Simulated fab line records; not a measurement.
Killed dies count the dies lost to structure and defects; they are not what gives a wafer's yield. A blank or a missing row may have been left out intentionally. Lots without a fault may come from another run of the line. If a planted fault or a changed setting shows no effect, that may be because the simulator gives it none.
fab line records	flow sky130
record: lots: 6	wafers: 18	last_day: 50
route steps=708 shown VIA4@640 PAD_OPEN@708
lots untouched by any fault: they come from a run of this same line in which no faults occurred
start_h: hours from the record's first day to the start of the lot's first wafer shown	wait_h: hours from the lot's prior step to this one	" same as the row above	L1.1+2: one row covering several wafers at once	- no value, or no start was given	* or withheld: withheld	< > ~ a bound
route shown NAME@n: NAME is a module with steps in the file, n the number in the route of the first one	usual: mean and standard deviation over wafers with no fault	same: alike in all rows	chamber/n: place in a boat	sites: the reading at each site	_std_site: the standard deviation of these	_edge_site: mean of outer sites minus mean of inner sites	radius_mm: how far each site lies from the wafer's centre	mask NAME#n: copy n	behind: the most recent tool/chamber to have shaped the wafer	hold: why the lot was held/for how many hours/how that ended	device: the n, p or np transistor that did not switch	end of line: the tests these same wafers got at the end of their route	a step given without rows: its recipe and nothing more	killed: the dies lost at the first sort to structure and to defects; this is not the yield of the wafer	map: a wafer's dies, marking killed ones x, the rest . and places with no die _
set.NAME: the run value of the setting; set.NAME@STEP: its run value at that earlier step	model.NAME: the simulator's own value behind a step, which no gauge read
lots at selected steps of the route; one table per step, one row per wafer
services: a tool's chamber out of use, with start hour (start_h, from the record's first day; less than 0 if before it), hours out, and reason
== steps ==
step: SKY_VIA4_THK_MEAS_01
recipe: reads: SiO2_of_VIA4_HDPCVD_00
usual: VIA4_HDPCVD_THK: 1741/19
lot.wafer	tool	chamber	start_h	wait_h	VIA4_HDPCVD_THK[nm]
L589.2	film_metro-03	-	1050.81	0.1	1762
L589.4	"	-	"	"	1760
L589.6	"	-	"	"	1779
L594.2	film_metro-02	-	1087.47	0.1	1747
L594.4	"	-	"	"	1726
L594.5	"	-	"	"	1741
L595.1	film_metro-02	-	1087.66	0.1	1740
L595.2	"	-	"	"	1746
L595.6	"	-	"	"	1744
L599.1	film_metro-03	-	1122.80	0.1	1757
L599.4	"	-	"	"	1772
L599.6	"	-	"	"	1749
L601.3	film_metro-04	-	1136.83	0.1	1720
L601.4	"	-	"	"	1738
L601.5	"	-	"	"	1785
L600.1	film_metro-03	-	1140.42	0.1	1742
L600.3	"	-	"	"	1771
L600.5	"	-	"	"	1752
step: SKY_VIA4_CMP_02
recipe: material: SiO2	down_force_psi: 4	platen_rpm: 60	pad_velocity_m_s: 0.94248
usual: head_pressure_psi: 4.000/0.0077	motor_current_A: 12.2/1.7
lot.wafer	tool	chamber	start_h	wait_h	head_pressure_psi	motor_current_A
L589.2	cmp-01	3	1050.91	0.1	3.991	10.0
L589.4	"	1	"	"	4.005	12.8
L589.6	"	2	"	"	4.009	11.3
L594.2	cmp-01	3	1087.52	0.0	3.982	10.0
L594.4	"	2	"	"	3.983	11.2
L594.5	"	3	"	"	4.000	9.6
L595.1	cmp-02	2	1087.77	0.1	3.997	13.4
L595.2	"	3	"	"	3.997	10.3
L595.6	"	2	"	"	3.991	13.0
L599.4	cmp-02	3	1122.86	0.0	3.988	9.9
L599.1	"	1	"	"	4.004	11.2
L599.6	"	3	"	"	3.992	10.2
L601.4	cmp-02	0	1136.97	0.1	3.998	12.3
L601.3	"	1	"	"	4.007	11.7
L601.5	"	2	"	"	3.997	12.8
L600.1	cmp-02	1	1140.58	0.1	4.001	11.4
L600.3	"	2	"	"	4.015	13.1
L600.5	"	3	"	"	3.999	11.1
step: SKY_VIA4_BOW_MEAS_03
recipe: mode: bow
usual: VIA4_BOW: 79/8
lot.wafer	tool	chamber	start_h	wait_h	VIA4_BOW[um]
L589.2	film_metro-04	-	1051.18	0.2	92
L589.4	"	-	"	"	97
L589.6	"	-	"	"	77
L594.2	film_metro-04	-	1087.84	0.3	69
L594.4	"	-	"	"	87
L594.5	"	-	"	"	80
L595.1	film_metro-02	-	1088.02	0.2	71
L595.2	"	-	"	"	86
L595.6	"	-	"	"	80
L599.1	film_metro-02	-	1123.16	0.1	70
L599.4	"	-	"	"	84
L599.6	"	-	"	"	94
L601.3	film_metro-04	-	1137.21	0.1	77
L601.4	"	-	"	"	69
L601.5	"	-	"	"	86
L600.1	film_metro-03	-	1140.78	0.1	76
L600.3	"	-	"	"	97
L600.5	"	-	"	"	80
step: SKY_VIA4_DEHYDRATE_04
recipe: temp_c: 200	time_s: 60
step: SKY_VIA4_HMDS_05
recipe: prime_time_s: 60	prime_temp_c: 120
step: SKY_VIA4_COAT_06
recipe: resist: NOVOLAK	spin_rpm: 3000	resist_thk_nm: 1140
step: SKY_VIA4_SOFTBAKE_07
recipe: temp_c: 90	time_s: 60	resist: NOVOLAK
step: SKY_VIA4_EXPOSE_08
recipe: mask_id: VIM4	na: 0.6	source_shape: conventional	sigma_outer: 0.6	polarization: unpolarized	target_cd_nm: 800	dose_mj: 132
step: SKY_VIA4_PEB_09
recipe: temp_c: withheld	time_s: *	resist: NOVOLAK
step: SKY_VIA4_DEVELOP_10
recipe: resist: NOVOLAK	developer: TMAH	develop_time_s: 60	dev_temp_c: 23
step: SKY_VIA4_OVL_MEAS_11
usual: VIA4_OVL: 0.0/1.8
lot.wafer	tool	chamber	start_h	wait_h	VIA4_OVL[nm]
L589.2	overlay-02	-	1072.04	0.1	2.1
L589.4	"	-	"	"	0.9
L589.6	"	-	"	"	1.7
L594.2	overlay-01	-	1107.67	0.1	-1.8
L594.4	"	-	"	"	-1.5
L594.5	"	-	"	"	-1.2
L595.1	overlay-02	-	1107.97	0.1	0.2
L595.2	"	-	"	"	1.0
L595.6	"	-	"	"	1.3
L599.1	overlay-01	-	1142.51	0.1	0.1
L599.4	"	-	"	"	0.4
L599.6	"	-	"	"	0.0
L601.3	overlay-02	-	1155.42	0.1	0.3
L601.4	"	-	"	"	-0.4
L601.5	"	-	"	"	1.9
L600.1	overlay-02	-	1158.66	0.1	-2.5
L600.3	"	-	"	"	-1.6
L600.5	"	-	"	"	-2.3
step: SKY_VIA4_ETCH_12
recipe: target: SiO2	chemistry: C4F8/O2/Ar	stop_on: TiN	mask_material: NOVOLAK	source_w: 1500	bias_w: 1200	pressure_mtorr: 40	c4f8_flow_sccm: withheld	O2_flow_sccm: 6	Ar_flow_sccm: 300	time_s: withheld	target_depth_a: 5800
usual: oes_product_au: 0.925/0.0048
lot.wafer	tool	chamber	start_h	wait_h	oes_product_au
L589.2	rie_diel-01	3	1072.07	0.0	0.928
L589.4	"	1	"	"	0.926
L589.6	"	1	"	"	0.925
L594.2	rie_diel-02	2	1107.70	0.0	0.925
L594.4	"	0	"	"	0.927
L594.5	"	3	"	"	0.924
L595.1	rie_diel-01	1	1108.00	0.0	0.929
L595.2	"	2	"	"	0.914
L595.6	"	2	"	"	0.924
L599.1	rie_diel-01	3	1142.54	0.0	0.929
L599.4	"	2	"	"	0.929
L599.6	"	0	"	"	0.930
L601.3	rie_diel-01	0	1155.44	0.0	0.919
L601.4	"	2	"	"	0.926
L601.5	"	0	"	"	0.928
L600.1	rie_diel-02	3	1158.69	0.0	0.924
L600.3	"	0	"	"	0.926
L600.5	"	2	"	"	0.923
step: SKY_VIA4_STRIP_13
recipe: chemistry: O2/N2	power_w: 1400	pressure_mtorr: 1500	platen_temp_c: withheld	o2_flow_sccm: 3000	n2_flow_sccm: 300	overash_fraction: 0.5
usual: chamber_pressure_mTorr: 1500.1/1.5	drypump_motor_current_A: 5.81/0.24	o2_flow_sccm: 2999/8.9	oes_product_au: 0.710/0.0037	strip_time_to_endpoint_s: 12.81/0.035
lot.wafer	tool	chamber	start_h	wait_h	chamber_pressure_mTorr	drypump_motor_current_A	o2_flow_sccm	oes_product_au	rf_hours_counter_h	strip_time_to_endpoint_s	model.NOVOLAK_of_VIA4_COAT_06.thk_nm
L589.2	plasma_asher-03	1	1072.14	-	1500.7	5.72	2988	0.719	65	12.78	0
L589.4	"	0	"	"	1502.1	6.07	3004	0.712	-	12.81	0
L589.6	"	0	"	"	1501.0	6.07	3012	0.711	-	12.80	0
L594.2	plasma_asher-04	1	1107.77	-	-	-	-	-	-	-	1022
L594.4	"	0	"	"	-	-	-	-	-	-	1013
L594.5	"	0	"	"	-	-	-	-	-	-	1012
L595.1	plasma_asher-03	1	1108.07	-	-	-	-	-	-	-	1003
L595.2	"	0	"	"	-	-	-	-	-	-	1008
L595.6	"	0	"	"	-	-	-	-	-	-	1008
L599.1	plasma_asher-03	0	1142.62	-	1499.3	6.06	3000	0.713	73	12.84	0
L599.4	"	1	"	"	1498.2	5.69	2998	0.711	-	12.78	0
L599.6	"	1	"	"	1500.9	5.73	3006	0.701	-	12.79	0
L601.3	plasma_asher-04	1	1155.55	-	1502.1	5.95	2988	0.711	-	12.82	0
L601.4	"	0	"	"	1499.0	5.49	3006	0.710	-	12.78	0
L601.5	"	1	"	"	1498.2	5.95	2999	0.716	-	12.83	0
L600.1	plasma_asher-03	0	1158.77	-	1498.5	6.08	3007	0.715	74	12.76	0
L600.3	"	1	"	"	1497.7	5.68	3018	0.713	-	12.72	0
L600.5	"	0	"	"	1500.8	6.08	2999	0.710	-	12.83	0
step: SKY_VIA4_STRIP_14
recipe: chemistry: post_etch_residue_remover	time_s: 1200	temp_c: 72.5
step: SKY_PAD_OPEN_PROBE_99
usual: defect_limited_yield: 82.8/2.1	killed_at_M0_to_M3: 42/6.6	killed_at_M4_up: 3.1/1.9	killed_at_contacts: 24/5.6	killed_at_front_end: 15/4.8	killed_at_other: 0.3/0.48	killed_dies: 84/10	killed_on_rim: 16/3.9	killed_open: 47/6.8	killed_short: 37/6.8	sort_bin_3_pad_short: 0.9/0.48	sort_bin_5_function: 10.1/1.4	sort_bin_6_memory: 6.2/1.2	sort_n_pass: 408/10	sort_yield_pct: 82.8/2.1
same: gross_dies: 492	killed_at_back_side: 0	sort_bin_4_leakage[%]: 0	sort_bin_8_speed[%]: 0
lot.wafer	tool	chamber	start_h	wait_h	hold	defect_limited_yield[%]	killed_at_M0_to_M3	killed_at_M4_up	killed_at_contacts	killed_at_front_end	killed_at_other	killed_dies	killed_on_rim	killed_open	killed_short	sort_bin_3_pad_short[%]	sort_bin_5_function[%]	sort_bin_6_memory[%]	sort_n_pass	sort_yield_pct[%]
L589.2	prober-01	-	1137.85	0.1	-	82.7	35	8	25	17	0	85	12	50	35	0.6	11.0	5.7	407	82.7
L589.4	prober-01	-	1137.95	0.2	-	82.1	47	1	22	18	0	88	22	50	38	0.8	11.0	6.1	404	82.1
L589.6	prober-01	-	1138.05	0.2	-	78.0	57	3	27	21	0	108	20	57	51	1.6	11.8	8.5	384	78.0
L594.2	prober-02	-	1168.17	0.1	await_dispo/2.3h/scrap	0	14	473	4	1	0	492	96	11	9	23.4	73.2	3.5	0	0
L594.4	prober-02	-	1168.27	0.2	await_dispo/2.3h/scrap	0.6	5	476	2	6	0	489	96	8	5	26.8	69.1	3.5	3	0.6
L594.5	prober-02	-	1168.32	0.2	await_dispo/2.3h/scrap	0.4	10	471	5	4	0	490	96	10	10	22.4	75.4	1.8	2	0.4
L595.1	prober-01	-	1168.49	0.1	await_dispo/3.3h/scrap	0.2	12	472	6	1	0	491	96	13	6	21.1	75.6	3.0	1	0.2
L595.2	prober-01	-	1168.54	0.1	await_dispo/3.3h/scrap	1.2	4	476	5	1	0	486	91	8	3	25.0	71.5	2.2	6	1.2
L595.6	prober-01	-	1168.74	0.2	await_dispo/3.3h/scrap	0.2	9	473	9	0	0	491	96	12	7	23.0	74.6	2.2	1	0.2
L599.1	prober-01	-	1197.77	0.1	-	84.1	36	6	29	6	1	78	16	51	27	0.2	9.8	5.9	414	84.1
L599.4	prober-01	-	1197.92	0.2	-	83.1	42	5	23	13	0	83	18	48	35	0.6	10.8	5.5	409	83.1
L599.6	prober-01	-	1198.02	0.2	-	82.7	33	6	33	13	0	85	16	49	36	0.2	11.4	5.7	407	82.7
L601.3	prober-01	-	1205.20	0.2	-	84.1	42	1	23	12	0	78	14	47	31	0.2	11.6	4.1	414	84.1
L601.4	prober-01	-	1205.25	0.2	-	82.7	39	2	27	16	1	85	13	47	38	0.4	10.4	6.5	407	82.7
L601.5	prober-01	-	1205.30	0.2	-	82.3	41	6	23	17	0	87	17	51	36	1.2	8.9	7.5	405	82.3
L600.1	prober-01	-	1209.30	0.1	-	83.3	45	6	21	10	0	82	13	47	35	0.6	11.6	4.5	410	83.3
L600.3	prober-01	-	1209.40	0.2	-	82.9	41	2	24	17	0	84	15	45	39	1.2	9.8	6.1	408	82.9
L600.5	prober-01	-	1209.50	0.2	-	83.5	36	1	25	18	1	81	12	52	29	0.8	11.0	4.7	411	83.5
killed by level:class
L589.2 VIA1:geometric_particle:open=13 CONTACT:geometric_particle:open=10 METAL4:geometric_particle:short=8 VIA2:geometric_particle:open=7 LI_CONTACT:geometric_particle:open=6 POLY_GATE:geometric_particle:short=5 FIELD_ISO:geometric_particle:open=4 METAL1:geometric_particle:short=4
L589.4 VIA1:geometric_particle:open=11 CONTACT:geometric_particle:open=10 POLY_GATE:geometric_particle:short=9 VIA3:geometric_particle:open=9 LI_CONTACT:geometric_particle:open=6 METAL1:geometric_particle:short=6 FIELD_ISO:geometric_particle:short=5 POLY_GATE:geometric_particle:open=4
L589.6 VIA1:geometric_particle:open=15 VIA3:geometric_particle:open=13 METAL1:geometric_particle:short=9 LI_CONTACT:geometric_particle:open=7 CONTACT:geometric_particle:open=7 FIELD_ISO:geometric_particle:open=6 POLY_GATE:geometric_particle:short=6 CONTACT:geometric_particle:short=5
L594.2 VIA4:plasma_strip_residue=472 VIA1:geometric_particle:short=3 VIA2:geometric_particle:open=3 VIA1:geometric_particle:open=2 CONTACT:geometric_particle:open=2 VIA3:geometric_particle:short=2 FIELD_ISO:geometric_particle:open=1 LI_CONTACT:geometric_particle:open=1
L594.4 VIA4:plasma_strip_residue=476 FIELD_ISO:geometric_particle:short=3 VIA1:geometric_particle:open=3 SPACER:geometric_particle:open=2 LI_CONTACT:geometric_particle:open=2 METAL2:geometric_particle:short=2 POLY_GATE:geometric_particle:open=1
L594.5 VIA4:plasma_strip_residue=470 VIA1:geometric_particle:short=3 LI_CONTACT:geometric_particle:open=2 VIA1:geometric_particle:open=2 METAL2:geometric_particle:short=2 FIELD_ISO:geometric_particle:open=1 CONTACT:geometric_particle:short=1 SONOS_ONO:geometric_particle:open=1
L595.1 VIA4:plasma_strip_residue=472 VIA1:geometric_particle:open=5 CONTACT:geometric_particle:open=4 CONTACT:geometric_particle:short=2 VIA2:geometric_particle:open=2 FIELD_ISO:geometric_particle:short=1 METAL1:geometric_particle:open=1 METAL1:geometric_particle:short=1
L595.2 VIA4:plasma_strip_residue=475 CONTACT:geometric_particle:open=2 VIA1:geometric_particle:open=2 SPACER:geometric_particle:open=1 LI_CONTACT:geometric_particle:open=1 LOCAL_INTERCONNECT:geometric_particle:open=1 LOCAL_INTERCONNECT:geometric_particle:short=1 VIA2:geometric_particle:open=1
L595.6 VIA4:plasma_strip_residue=472 LI_CONTACT:geometric_particle:open=4 CONTACT:geometric_particle:open=3 VIA2:geometric_particle:open=2 VIA1:geometric_particle:open=2 METAL2:geometric_particle:short=2 LI_CONTACT:geometric_particle:short=1 LOCAL_INTERCONNECT:geometric_particle:open=1
L599.1 CONTACT:geometric_particle:open=15 VIA2:geometric_particle:open=9 VIA3:geometric_particle:open=7 VIA1:geometric_particle:open=5 VIA1:geometric_particle:short=4 FIELD_ISO:geometric_particle:short=3 LI_CONTACT:geometric_particle:short=3 LI_CONTACT:geometric_particle:open=3
L599.4 CONTACT:geometric_particle:open=10 VIA1:geometric_particle:open=9 VIA2:geometric_particle:open=7 METAL1:geometric_particle:short=6 LI_CONTACT:geometric_particle:open=4 LOCAL_INTERCONNECT:geometric_particle:short=4 CONTACT:geometric_particle:short=4 VIA3:geometric_particle:open=4
L599.6 CONTACT:geometric_particle:open=20 VIA1:geometric_particle:open=7 FIELD_ISO:geometric_particle:short=6 METAL1:geometric_particle:short=6 VIA3:geometric_particle:open=6 LI_CONTACT:geometric_particle:open=4 METAL4:geometric_particle:short=4 LI_CONTACT:geometric_particle:short=3
L601.3 LI_CONTACT:geometric_particle:open=9 VIA3:geometric_particle:open=9 CONTACT:geometric_particle:open=8 VIA1:geometric_particle:open=8 VIA1:geometric_particle:short=6 VIA2:geometric_particle:open=5 POLY_GATE:geometric_particle:open=4 POLY_GATE:geometric_particle:short=3
L601.4 LI_CONTACT:geometric_particle:open=11 CONTACT:geometric_particle:open=9 VIA1:geometric_particle:open=7 VIA3:geometric_particle:open=6 VIA1:geometric_particle:short=5 VIA3:geometric_particle:short=5 LOCAL_INTERCONNECT:geometric_particle:short=4 POLY_GATE:geometric_particle:short=4
L601.5 VIA1:geometric_particle:open=11 CONTACT:geometric_particle:open=9 VIA3:geometric_particle:open=8 POLY_GATE:geometric_particle:open=5 CONTACT:geometric_particle:short=5 METAL4:geometric_particle:short=5 FIELD_ISO:geometric_particle:short=4 METAL2:geometric_particle:open=4
L600.1 VIA1:geometric_particle:open=9 LI_CONTACT:geometric_particle:open=8 METAL2:geometric_particle:short=8 CONTACT:geometric_particle:open=7 VIA3:geometric_particle:open=7 METAL1:geometric_particle:short=6 VIA2:geometric_particle:open=5 METAL4:geometric_particle:short=5
L600.3 CONTACT:geometric_particle:open=10 VIA1:geometric_particle:open=10 VIA2:geometric_particle:open=6 METAL1:geometric_particle:short=5 LI_CONTACT:geometric_particle:open=5 FIELD_ISO:geometric_particle:short=4 LOCAL_INTERCONNECT:geometric_particle:short=4 CONTACT:geometric_particle:short=4
L600.5 VIA1:geometric_particle:open=12 LI_CONTACT:geometric_particle:open=8 CONTACT:geometric_particle:open=8 POLY_GATE:geometric_particle:short=6 CONTACT:geometric_particle:short=6 VIA3:geometric_particle:open=6 FIELD_ISO:geometric_particle:open=5 METAL2:geometric_particle:short=5
map L594.2 (x killed, . not)
__________xxxxxxxxxx_________
________xxxxxxxxxxxxxx_______
______xxxxxxxxxxxxxxxxxx_____
_____xxxxxxxxxxxxxxxxxxxx____
____xxxxxxxxxxxxxxxxxxxxxx___
___xxxxxxxxxxxxxxxxxxxxxxxx__
__xxxxxxxxxxxxxxxxxxxxxxxxxx_
_xxxxxxxxxxxxxxxxxxxxxxxxxxxx
_xxxxxxxxxxxxxxxxxxxxxxxxxxxx
_xxxxxxxxxxxxxxxxxxxxxxxxxxxx
_xxxxxxxxxxxxxxxxxxxxxxxxxxxx
_xxxxxxxxxxxxxxxxxxxxxxxxxxxx
_xxxxxxxxxxxxxxxxxxxxxxxxxxxx
_xxxxxxxxxxxxxxxxxxxxxxxxxxxx
_xxxxxxxxxxxxxxxxxxxxxxxxxxxx
__xxxxxxxxxxxxxxxxxxxxxxxxxx_
___xxxxxxxxxxxxxxxxxxxxxxxx__
____xxxxxxxxxxxxxxxxxxxxxx___
_____xxxxxxxxxxxxxxxxxxxx____
______xxxxxxxxxxxxxxxxxx_____
________xxxxxxxxxxxxxx_______
__________xxxxxxxxxx_________
map L595.1 (x killed, . not)
__________xxxxxxxxxx_________
________xxxxxxxxxxxxxx_______
______xxxxxxxxxxxxxxxxxx_____
_____xxxxxxxxxxxxxxxxxxxx____
____xxxxxxxxxxxxxxxxxxxxxx___
___xxxxxxxxxxxxxxxxxxxxxxxx__
__xxxxxxxxxxxxxxxxxxxxxxxxxx_
_xxxxxxxxxxxxxxxxxxxxxxxxxxxx
_xxxxxxxxxxxxxxxxxxxxxxxxxxxx
_xxxxxxxxxxxxxxxxxxxxxxxxxxxx
_xxxxxxxxxxxxxxxxxxxxxxxxxxxx
_xxxxxxxxxxxxxxxxxxxxxxxxxxxx
_xxxxxxxxxxxxxxxxxxxxxxxxxxxx
_xxxxxxxxxxxxxxxxxxxxxxxxxxxx
_xxxxxxxxxxxxxxxxxxxxxxxxxxxx
__xxxxxxxxxxxxxxxxxxxxxxxxxx_
___xxxxxxxxxxxxxx.xxxxxxxxx__
____xxxxxxxxxxxxxxxxxxxxxx___
_____xxxxxxxxxxxxxxxxxxxx____
______xxxxxxxxxxxxxxxxxx_____
________xxxxxxxxxxxxxx_______
__________xxxxxxxxxx_________
== services ==
tool	chamber	start_h	hours	kind
rie_diel-01	-	1027.65	2.8	pm
cmp-01	-	1029.34	2.6	repair
plasma_asher-04	-	1043.47	28.1	pm
plasma_asher-03	-	1045.49	0.9	repair
plasma_asher-04	-	1085.54	7.0	repair
cmp-02	-	1089.54	4.0	pm
plasma_asher-04	-	1089.81	0.4	repair
cmp-02	-	1093.54	-	consumable_replace:conditioner
cmp-02	-	1093.54	-	consumable_replace:pad
cmp-01	-	1137.65	3.6	pm
rie_diel-02	-	1138.18	2.8	pm
plasma_asher-03	-	1147.28	2.8	pm
== key ==
first_sign: step: SKY_VIA4_STRIP_13	reading: tool_record	direction: missing
effect: step: SKY_PAD_OPEN_PROBE_99	reading: killed_at_M4_up	direction: up	sigmas: 99+	usual: 3.1	struck: 473.5
model_effect: step: SKY_VIA4_STRIP_13	value: NOVOLAK_of_VIA4_COAT_06.thk_nm	without: 0	struck: 1011
met_at SKY_VIA4_STRIP_13
struck_wafers L594.2,L594.4,L594.5,L595.1,L595.2,L595.6
later_rows_left_out L594.2,L594.4,L594.5,L595.1,L595.2,L595.6
onset_between 1072.14 1107.77
fault: kind: skipped_step_whole	tool: plasma_asher-03,plasma_asher-04	chamber: -	onset_h: 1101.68	steps: SKY_VIA4_STRIP_13	scope: struck_lots_only
later_rows_left_out: the simulator's readings of these wafers behind a module that went badly wrong aren't trusted and aren't shown, but for the sort
